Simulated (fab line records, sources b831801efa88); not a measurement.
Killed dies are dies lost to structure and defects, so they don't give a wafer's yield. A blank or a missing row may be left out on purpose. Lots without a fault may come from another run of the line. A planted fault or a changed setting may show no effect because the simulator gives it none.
Which tool did it? | flow gf180mcu | 11 lots, 33 wafers sampled, at 6 steps of a route of 602

WHAT THE GAUGES READ, wafer by wafer
GF_M1_RS_MEAS_05: measures by four-point-probe.
lot  | measured     | on            | M1_ALCU_RS (ohm/sq)
L937 | day 15 21:00 | film_metro-02 | 0.0686 0.0694 0.0696
L941 | day 17 09:52 | film_metro-03 | 0.0699 0.0703 0.0694
L943 | day 18 13:35 | film_metro-04 | 0.0682 0.0692 0.0686
L946 | day 19 22:54 | film_metro-04 | 0.0681 0.0679 0.0681
L948 | day 20 22:56 | film_metro-02 | 0.0687 0.0689 0.0691
L951 | day 21 20:41 | film_metro-04 | 0.0696 0.0699 0.0701
L952 | day 22 06:24 | film_metro-04 | 0.0702 0.0694 0.0705
L953 | day 22 08:02 | film_metro-03 | 0.0704 0.0543 0.0691
L957 | day 23 06:56 | film_metro-04 | 0.0693 0.0543 0.0687
L956 | day 23 11:55 | film_metro-04 | 0.0689 0.0679 0.0685
L960 | day 24 05:28 | film_metro-03 | 0.0690 0.0697 0.0694

GF_M1_THK_MEAS_06: measures by xrf.
lot  | measured     | on            | M1_ALCU_THK (nm)
L937 | day 15 21:07 | film_metro-02 | 451 444 445
L941 | day 17 09:59 | film_metro-03 | 450 449 454
L943 | day 18 13:43 | film_metro-04 | 451 443 446
L946 | day 19 23:01 | film_metro-04 | 450 453 449
L948 | day 20 23:04 | film_metro-02 | 451 450 447
L951 | day 21 20:48 | film_metro-04 | 443 439 438
L952 | day 22 06:31 | film_metro-04 | 439 443 434
L953 | day 22 08:08 | film_metro-03 | 442 570 452
L957 | day 23 07:03 | film_metro-04 | 443 566 444
L956 | day 23 12:02 | film_metro-04 | 446 452 447
L960 | day 24 05:35 | film_metro-03 | 455 447 453

WHICH TOOL RAN EACH LOT (tool, then ch and the chambers of the sampled wafers, then the start)
lot  | GF_CONTACT_STRIP_18                  | GF_CONTACT_CMP_27             | GF_M1_SPUTTER_02             | GF_M1_SPUTTER_04
L937 | plasma_asher-04 ch 0,1, day 15 19:47 | cmp-02 ch 1,3, day 15 20:32   | pvd_sputter-01, day 15 20:55 | pvd_sputter-01, day 15 20:58
L941 | plasma_asher-02 ch 0,1, day 17 08:39 | cmp-01 ch 1,2, day 17 09:20   | pvd_sputter-04, day 17 09:46 | pvd_sputter-04, day 17 09:49
L943 | plasma_asher-04 ch 0,1, day 18 12:23 | cmp-01 ch 0,3, day 18 13:04   | pvd_sputter-01, day 18 13:30 | pvd_sputter-01, day 18 13:33
L946 | plasma_asher-02 ch 0,1, day 19 21:30 | cmp-02 ch 0,2,3, day 19 22:25 | pvd_sputter-01, day 19 22:47 | pvd_sputter-01, day 19 22:50
L948 | plasma_asher-02 ch 0,1, day 20 21:44 | cmp-01 ch 2,3, day 20 22:28   | pvd_sputter-01, day 20 22:50 | pvd_sputter-01, day 20 22:54
L951 | plasma_asher-02 ch 0,1, day 21 19:23 | cmp-01 ch 0,1,2, day 21 20:10 | pvd_sputter-04, day 21 20:35 | pvd_sputter-04, day 21 20:38
L952 | plasma_asher-02 ch 0,1, day 22 05:11 | cmp-02 ch 1,2,3, day 22 05:55 | pvd_sputter-04, day 22 06:17 | pvd_sputter-04, day 22 06:20
L953 | plasma_asher-04 ch 0,1, day 22 06:48 | cmp-01 ch 0,2,3, day 22 07:29 | pvd_sputter-04, day 22 07:55 | pvd_sputter-04, day 22 07:58
L957 | plasma_asher-02 ch 0,1, day 23 05:44 | cmp-02 ch 1,2,3, day 23 06:25 | pvd_sputter-04, day 23 06:50 | pvd_sputter-04, day 23 06:53
L956 | plasma_asher-04 ch 0,1, day 23 10:39 | cmp-01 ch 0,1,2, day 23 11:30 | pvd_sputter-03, day 23 11:50 | pvd_sputter-03, day 23 11:53
L960 | plasma_asher-02 ch 0,1, day 24 04:15 | cmp-01 ch 0,1,3, day 24 04:59 | pvd_sputter-01, day 24 05:22 | pvd_sputter-01, day 24 05:25
- GF_CONTACT_STRIP_18: strips in O2/N2.
- GF_CONTACT_CMP_27: polishes, stops on SiO2, t overpolish 15 s, target thk 0 nm.
- GF_M1_SPUTTER_02: material AlCu, target thk 450 nm, time 23.9 s.
- GF_M1_SPUTTER_04: material TiN, target thk 50 nm, time 41.7 s.

WHAT THE TOOLS THEMSELVES READ (means of the sampled wafers that have a number; where no wafer has one, the mark that the record gives instead)
GF_CONTACT_STRIP_18.
lot  | tool            | drypump_motor_current_A (A) | heater_power_w (W) | oes_product_au (a.u.)
L937 | plasma_asher-04 | 5.48                        | 291                | 0.581
L941 | plasma_asher-02 | 5.41                        | 336                | 0.583
L943 | plasma_asher-04 | 5.55                        | 286                | 0.585
L946 | plasma_asher-02 | 5.39                        | 319                | 0.573
L948 | plasma_asher-02 | 5.39                        | 321                | 0.577
L951 | plasma_asher-02 | 5.40                        | 324                | 0.575
L952 | plasma_asher-02 | 5.39                        | 319                | 0.579
L953 | plasma_asher-04 | 5.48                        | 297                | 0.579
L957 | plasma_asher-02 | 5.39                        | 321                | 0.578
L956 | plasma_asher-04 | 5.53                        | 282                | 0.576
L960 | plasma_asher-02 | 5.39                        | 321                | 0.576

GF_CONTACT_CMP_27.
lot  | tool   | motor_current_A (A) | overpolish_run_s (s) | time_to_endpoint_s (s)
L937 | cmp-02 | 11.6                | 14.999               | 74
L941 | cmp-01 | 9.8                 | 15.004               | 70
L943 | cmp-01 | 10.0                | 14.995               | 65
L946 | cmp-02 | 11.9                | 15.006               | 71
L948 | cmp-01 | 10.4                | 15.000               | 75
L951 | cmp-01 | 10.9                | 14.992               | 70
L952 | cmp-02 | 11.9                | 15.005               | 68
L953 | cmp-01 | 10.6                | 14.999               | 70
L957 | cmp-02 | 11.8                | 15.000               | 73
L956 | cmp-01 | 10.8                | 15.003               | 68
L960 | cmp-01 | 10.2                | 14.997               | 72

GF_M1_SPUTTER_02.
lot  | tool           | throttle_valve_pct (%)
L937 | pvd_sputter-01 | 30.5
L941 | pvd_sputter-04 | 29.6
L943 | pvd_sputter-01 | 30.0
L946 | pvd_sputter-01 | 29.6
L948 | pvd_sputter-01 | 30.3
L951 | pvd_sputter-04 | 30.3
L952 | pvd_sputter-04 | 30.7
L953 | pvd_sputter-04 | 30.0
L957 | pvd_sputter-04 | 30.3
L956 | pvd_sputter-03 | 29.7
L960 | pvd_sputter-01 | 29.5

GF_M1_SPUTTER_04.
lot  | tool           | throttle_valve_pct (%)
L937 | pvd_sputter-01 | 30.0
L941 | pvd_sputter-04 | 29.7
L943 | pvd_sputter-01 | 29.7
L946 | pvd_sputter-01 | 29.7
L948 | pvd_sputter-01 | 30.4
L951 | pvd_sputter-04 | 30.4
L952 | pvd_sputter-04 | 30.4
L953 | pvd_sputter-04 | 29.9
L957 | pvd_sputter-04 | 30.5
L956 | pvd_sputter-03 | 29.8
L960 | pvd_sputter-01 | 29.6

THE ANSWER, worked out from the rows above alone
Rule: what is usual is taken from the lots themselves. Put in order of their means at a reading, lots are off if they are a third of the lots or fewer, leave a main group of 4 or more, and stand apart from it by a gap of 3 or more times the standard deviation of the main group's means; of several such gaps the widest counts. A main group whose means are all the same, to the digits that the tables above print for the reading, isn't used. A lot without any number at a reading at which 4 lots or more have one is off too. The other lots that the step has rows for count as sound. The gauges are gone through in route order, then the tools' own readings, and for those a lot's mean is taken as printed above. The first step at which some lot is off is used, and at that step the reading that is off furthest; a lot without a number counts as furthest.
Off: L953, L957, at GF_M1_RS_MEAS_05 (M1_ALCU_RS). The main group: mean 0.0692 ohm/sq, standard deviation 0.00066.
A tool fits if, at a process step before that reading, it ran every lot that is off, and no sound lot after the first of them. The gauges at GF_M1_RS_MEAS_05 are tried like those tools. One fits: pvd_sputter-04 at GF_M1_SPUTTER_02 and GF_M1_SPUTTER_04. At GF_M1_SPUTTER_02 its last sound lot is L952 (day 22 06:17), its first lot that is off L953 (day 22 07:55): a fault that began between those two fits.

WHAT THE SIMULATOR HAD PUT IN
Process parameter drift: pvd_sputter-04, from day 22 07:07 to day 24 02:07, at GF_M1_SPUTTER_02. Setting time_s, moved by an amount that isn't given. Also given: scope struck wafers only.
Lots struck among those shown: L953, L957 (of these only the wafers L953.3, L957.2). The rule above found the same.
